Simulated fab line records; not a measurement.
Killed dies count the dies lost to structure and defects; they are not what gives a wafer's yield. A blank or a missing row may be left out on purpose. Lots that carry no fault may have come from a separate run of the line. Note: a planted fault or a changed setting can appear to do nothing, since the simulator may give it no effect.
Which tool is to blame? :: flow sky130 :: 33 wafers from 11 lots sampled at 4 of the route's 708 steps

WHAT THE GAUGES READ, wafer by wafer
SKY_PASSIVATION_THK_MEAS_03.
lot: L145
measured: day 43 23:34
on: film metro-03
PASSIVATION_CVD_02_THK (nm): 546 553 559

lot: L146
measured: day 45 12:03
on: film metro-02
PASSIVATION_CVD_02_THK (nm): 533 545 551

lot: L147
measured: day 45 12:01
on: film metro-04
PASSIVATION_CVD_02_THK (nm): 542 562 550

lot: L150
measured: day 45 19:02
on: film metro-04
PASSIVATION_CVD_02_THK (nm): 543 552 554

lot: L151
measured: day 46 03:31
on: film metro-03
PASSIVATION_CVD_02_THK (nm): 535 536 542

lot: L154
measured: day 46 06:19
on: film metro-04
PASSIVATION_CVD_02_THK (nm): 531 546 536

lot: L155
measured: day 46 17:23
on: film metro-04
PASSIVATION_CVD_02_THK (nm): 529 549 550

lot: L156
measured: day 46 19:07
on: film metro-03
PASSIVATION_CVD_02_THK (nm): 529 544 551

lot: L157
measured: day 47 03:08
on: film metro-03
PASSIVATION_CVD_02_THK (nm): 540 534 553

lot: L166
measured: day 49 06:49
on: film metro-04
PASSIVATION_CVD_02_THK (nm): 600 598 611

lot: L167
measured: day 49 09:37
on: film metro-03
PASSIVATION_CVD_02_THK (nm): 592 596 610

TOOL THAT RAN EACH LOT (tool first, then ch and the chambers of the sampled wafers, then the start)
lot: L145
SKY_METAL4_DESCUM_15: rie metal-01 ch 0,1, day 41 21:36
SKY_METAL5_STRIP_16: plasma asher-03 ch 0,1, day 43 22:37
SKY_PASSIVATION_CVD_02: pecvd-02 ch 1,2, day 43 23:21

lot: L146
SKY_METAL4_DESCUM_15: rie metal-03 ch 0,1, day 43 10:33
SKY_METAL5_STRIP_16: plasma asher-04 ch 0,1, day 45 11:05
SKY_PASSIVATION_CVD_02: pecvd-04 ch 0,1,2, day 45 11:49

lot: L147
SKY_METAL4_DESCUM_15: rie metal-03 ch 1, day 43 11:33
SKY_METAL5_STRIP_16: plasma asher-01 ch 0,1, day 45 11:07
SKY_PASSIVATION_CVD_02: pecvd-02 ch 0,1,2, day 45 11:47

lot: L150
SKY_METAL4_DESCUM_15: rie metal-02 ch 0,1, day 43 17:59
SKY_METAL5_STRIP_16: plasma asher-03 ch 0,1, day 45 18:02
SKY_PASSIVATION_CVD_02: pecvd-02 ch 0,2, day 45 18:49

lot: L151
SKY_METAL4_DESCUM_15: rie metal-01 ch 0,1, day 44 04:10
SKY_METAL5_STRIP_16: plasma asher-03 ch 0,1, day 46 02:07
SKY_PASSIVATION_CVD_02: pecvd-01 ch 0,1,2, day 46 03:16

lot: L154
SKY_METAL4_DESCUM_15: rie metal-03 ch 0,1, day 44 08:21
SKY_METAL5_STRIP_16: plasma asher-01 ch 0,1, day 46 05:25
SKY_PASSIVATION_CVD_02: pecvd-01 ch 0,1,2, day 46 06:05

lot: L155
SKY_METAL4_DESCUM_15: rie metal-02 ch 0,1, day 44 18:32
SKY_METAL5_STRIP_16: plasma asher-03 ch 0,1, day 46 16:06
SKY_PASSIVATION_CVD_02: pecvd-01 ch 0,1,2, day 46 17:08

lot: L156
SKY_METAL4_DESCUM_15: rie metal-03 ch 0,1, day 44 20:36
SKY_METAL5_STRIP_16: plasma asher-01 ch 0,1, day 46 18:10
SKY_PASSIVATION_CVD_02: pecvd-04 ch 0,2, day 46 18:53

lot: L157
SKY_METAL4_DESCUM_15: rie metal-03 ch 1, day 45 06:09
SKY_METAL5_STRIP_16: plasma asher-03 ch 0,1, day 47 01:53
SKY_PASSIVATION_CVD_02: pecvd-01 ch 0,2, day 47 02:55

lot: L166
SKY_METAL4_DESCUM_15: rie metal-01 ch 0,1, day 47 14:01
SKY_METAL5_STRIP_16: plasma asher-03 ch 0,1, day 49 05:29
SKY_PASSIVATION_CVD_02: pecvd-04 ch 0,2, day 49 06:34

lot: L167
SKY_METAL4_DESCUM_15: rie metal-03 ch 0,1, day 47 16:36
SKY_METAL5_STRIP_16: plasma asher-01 ch 0,1, day 49 08:38
SKY_PASSIVATION_CVD_02: pecvd-04 ch 0,1,2, day 49 09:24
- SKY_METAL4_DESCUM_15: chemistry O2, time 8 s.
- SKY_METAL5_STRIP_16: strips in O2/N2.
- SKY_PASSIVATION_CVD_02: deposits Si3N4, target thk 540 nm.

THE ANSWER, worked out from the rows above alone
Rule: the usual values come from the lots themselves. The widest of any qualifying gaps counts: lots, ordered by their means at a reading, are off when they make up no more than a third of the lots, leave a main group of 4 or more, and stand apart from it by 3 or more times the standard deviation of that group's means. Not used: any main group whose means are identical at the precision the tables above print for the reading. Also off: a lot with no number at a reading for which 4 or more lots have one. Where the step has rows for the other lots, those lots are counted as sound.
Off: L166, L167, at SKY_PASSIVATION_THK_MEAS_03 (PASSIVATION_CVD_02_THK). The main group: mean 544 nm, standard deviation 5.3.
A tool fits if, at a process step before that reading, it ran every lot that is off, and no sound lot after the first of them. The gauges at SKY_PASSIVATION_THK_MEAS_03 are tried like those tools. One fits: pecvd-04 at SKY_PASSIVATION_CVD_02. A fault onset in the window from L156 (day 46 18:53, its last sound lot) to L166 (day 49 06:34, its first lot off) fits.

WHAT THE SIMULATOR HAD PUT IN
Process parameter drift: pecvd-04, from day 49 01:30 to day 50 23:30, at SKY_PASSIVATION_CVD_02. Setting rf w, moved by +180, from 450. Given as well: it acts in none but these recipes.
Shown lots that were struck: L166, L167. The same result came from the rule above.
